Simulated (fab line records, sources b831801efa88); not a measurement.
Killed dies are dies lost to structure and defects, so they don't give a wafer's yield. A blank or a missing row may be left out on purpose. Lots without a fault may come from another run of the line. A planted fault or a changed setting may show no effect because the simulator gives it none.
Which tool did it? | flow sky130 | 10 lots, 30 wafers sampled, at 5 steps of a route of 708

WHAT THE GAUGES READ, wafer by wafer
SKY_LDD_HVP_TW_MEAS_10. Usual: LDD_HVP_TW 455, standard deviation 7.6.
lot  | measured     | on            | LDD_HVP_TW  | flag
L715 | day 22 03:32 | film_metro-03 | 448 450 451 |
L716 | day 22 13:11 | film_metro-01 | 447 446 446 |
L718 | day 23 00:45 | film_metro-04 | 466 466 465 |
L723 | day 24 18:42 | film_metro-01 | 447 446 447 |
L724 | day 25 05:21 | film_metro-03 | 452 452 450 |
L726 | day 25 19:10 | film_metro-04 | 464 465 463 |
L728 | day 26 08:04 | film_metro-04 | 467 468 465 |
L731 | day 27 09:18 | film_metro-03 | 452 452 452 |
L736 | day 29 06:26 | film_metro-03 | 454 450 452 |
L737 | day 29 09:59 | film_metro-01 | 450 450 448 |

SKY_VIA4_RS_MEAS_19: measures by four-point-probe. Usual: VIA4_W_RS 0.2274 ohm/sq, standard deviation 0.0023.
lot  | measured     | on            | VIA4_W_RS (ohm/sq)                        | flag
L715 | day 43 11:39 | film_metro-04 | 0.2270 0.2260 0.2262                      |
L716 | day 43 19:22 | film_metro-02 | 0.2260 0.2276 0.2253                      |
L718 | day 43 23:55 | film_metro-02 | 0.2262 0.2325 0.2281                      |
L723 | day 45 08:24 | film_metro-03 | 0.2225 0.2245 0.2252                      |
L724 | day 45 16:36 | film_metro-03 | 0.2277 0.1173 0.2271 0.2280 0.1174 0.2269 | OFF
L726 | day 46 05:35 | film_metro-04 | 0.1168 0.1161 0.2255 0.1169 0.1160 0.2259 | OFF
L728 | day 46 10:32 | film_metro-03 | 0.2265 0.2236 0.2283                      |
L731 | day 47 06:40 | film_metro-03 | 0.2234 0.2276 0.2270                      |
L736 | day 48 14:55 | film_metro-03 | 0.2295 0.2256 0.2295                      |
L737 | day 48 15:16 | film_metro-02 | 0.2291 0.2281 0.2268                      |

WHICH TOOL RAN EACH LOT (tool, then ch and the chambers of the sampled wafers, then the start)
lot  | SKY_METAL1_SPUTTER_02        | SKY_METAL2_SPUTTER_00        | SKY_VIA4_CVD_18
L715 | pvd_sputter-03, day 32 05:35 | pvd_sputter-04, day 34 14:01 | cvd_w-02 ch 0,1, day 43 11:30
L716 | pvd_sputter-01, day 32 15:19 | pvd_sputter-01, day 35 00:09 | cvd_w-02 ch 0,1, day 43 19:12
L718 | pvd_sputter-01, day 32 23:35 | pvd_sputter-01, day 35 07:27 | cvd_w-02 ch 0,1, day 43 23:44
L723 | pvd_sputter-01, day 34 12:34 | pvd_sputter-01, day 36 19:38 | cvd_w-02 ch 0,1, day 45 08:15
L724 | pvd_sputter-03, day 34 22:20 | pvd_sputter-03, day 37 05:47 | cvd_w-01 ch 0,1, day 45 16:27
L726 | pvd_sputter-02, day 35 11:28 | pvd_sputter-01, day 37 18:41 | cvd_w-01 ch 0,1, day 46 05:25
L728 | pvd_sputter-01, day 35 20:05 | pvd_sputter-04, day 38 02:28 | cvd_w-02 ch 0,1, day 46 10:22
L731 | pvd_sputter-02, day 36 20:05 | pvd_sputter-04, day 39 01:56 | cvd_w-02 ch 0,1, day 47 06:31
L736 | pvd_sputter-03, day 38 13:05 | pvd_sputter-03, day 40 18:14 | cvd_w-02 ch 1, day 48 14:44
L737 | pvd_sputter-02, day 38 16:04 | pvd_sputter-01, day 40 20:52 | cvd_w-02 ch 0,1, day 48 15:04
- SKY_METAL1_SPUTTER_02: material AlCu, target thk 250 nm, time 13.3 s.
- SKY_METAL2_SPUTTER_00: material Ti, target thk 15 nm, time 10 s.
- SKY_VIA4_CVD_18: deposits W, target thk 505 nm, time 152.14 s.

WHAT THE TOOLS THEMSELVES READ (means of the sampled wafers that have a number; where no wafer has one, the mark that the record gives instead)
SKY_METAL1_SPUTTER_02. Usual: throttle_valve_pct 29.7 %, standard deviation 1.2.
lot  | tool           | throttle_valve_pct (%) | flag
L715 | pvd_sputter-03 | 29.5                   |
L716 | pvd_sputter-01 | 28.9                   |
L718 | pvd_sputter-01 | 28.6                   |
L723 | pvd_sputter-01 | 29.2                   |
L724 | pvd_sputter-03 | 30.1                   |
L726 | pvd_sputter-02 | 29.4                   |
L728 | pvd_sputter-01 | 29.1                   |
L731 | pvd_sputter-02 | 30.4                   |
L736 | pvd_sputter-03 | 30.1                   |
L737 | pvd_sputter-02 | 30.4                   |

SKY_METAL2_SPUTTER_00. Usual: throttle_valve_pct 29.6 %, standard deviation 1.2.
lot  | tool           | throttle_valve_pct (%) | flag
L715 | pvd_sputter-04 | 30.5                   |
L716 | pvd_sputter-01 | 29.7                   |
L718 | pvd_sputter-01 | 29.7                   |
L723 | pvd_sputter-01 | 29.2                   |
L724 | pvd_sputter-03 | 29.5                   |
L726 | pvd_sputter-01 | 28.3                   |
L728 | pvd_sputter-04 | 29.8                   |
L731 | pvd_sputter-04 | 29.7                   |
L736 | pvd_sputter-03 | 30.0                   |
L737 | pvd_sputter-01 | 29.3                   |

SKY_VIA4_CVD_18. Usual: heater_power_w 919 W, standard deviation 89; susceptor_temp_C 399.98 C, standard deviation 0.22.
lot  | tool     | heater_power_w (W) | susceptor_temp_C (C) | flag
L715 | cvd_w-02 | 943                | 400.11               |
L716 | cvd_w-02 | 900                | 400.03               |
L718 | cvd_w-02 | 893                | 400.02               |
L723 | cvd_w-02 | 936                | 399.99               |
L724 | cvd_w-01 | 951                | 399.98               |
L726 | cvd_w-01 | 963                | 399.76               |
L728 | cvd_w-02 | 890                | 400.13               |
L731 | cvd_w-02 | 900                | 400.03               |
L736 | cvd_w-02 | 865                | 400.04               |
L737 | cvd_w-02 | 900                | 400.03               |

THE ANSWER, worked out from the rows above alone
Rule: a lot is off if the mean of its wafers that have a number lies more than 3 standard deviations from the usual mean. A lot without any number at a reading at which 4 lots or more have one is off too. The other lots that the step has rows for count as sound. The gauges are gone through in route order, then the tools' own readings, and for those a lot's mean is taken as printed above. The first step at which some lot is off is used, and at that step the reading that is off furthest; a lot without a number counts as furthest.
Off: L724, L726, at SKY_VIA4_RS_MEAS_19 (VIA4_W_RS).
A tool fits if, at a process step before that reading, it ran every lot that is off, and no sound lot after the first of them. The gauges at SKY_VIA4_RS_MEAS_19 are tried like those tools. One fits: cvd_w-01 at SKY_VIA4_CVD_18. It ran no sound lot before its first lot that is off in this sample, so the start can't be narrowed down.

WHAT THE SIMULATOR HAD PUT IN
Process parameter drift: cvd_w-01, from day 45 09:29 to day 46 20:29, at SKY_VIA4_CVD_18. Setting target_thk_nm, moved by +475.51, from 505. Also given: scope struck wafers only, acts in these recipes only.
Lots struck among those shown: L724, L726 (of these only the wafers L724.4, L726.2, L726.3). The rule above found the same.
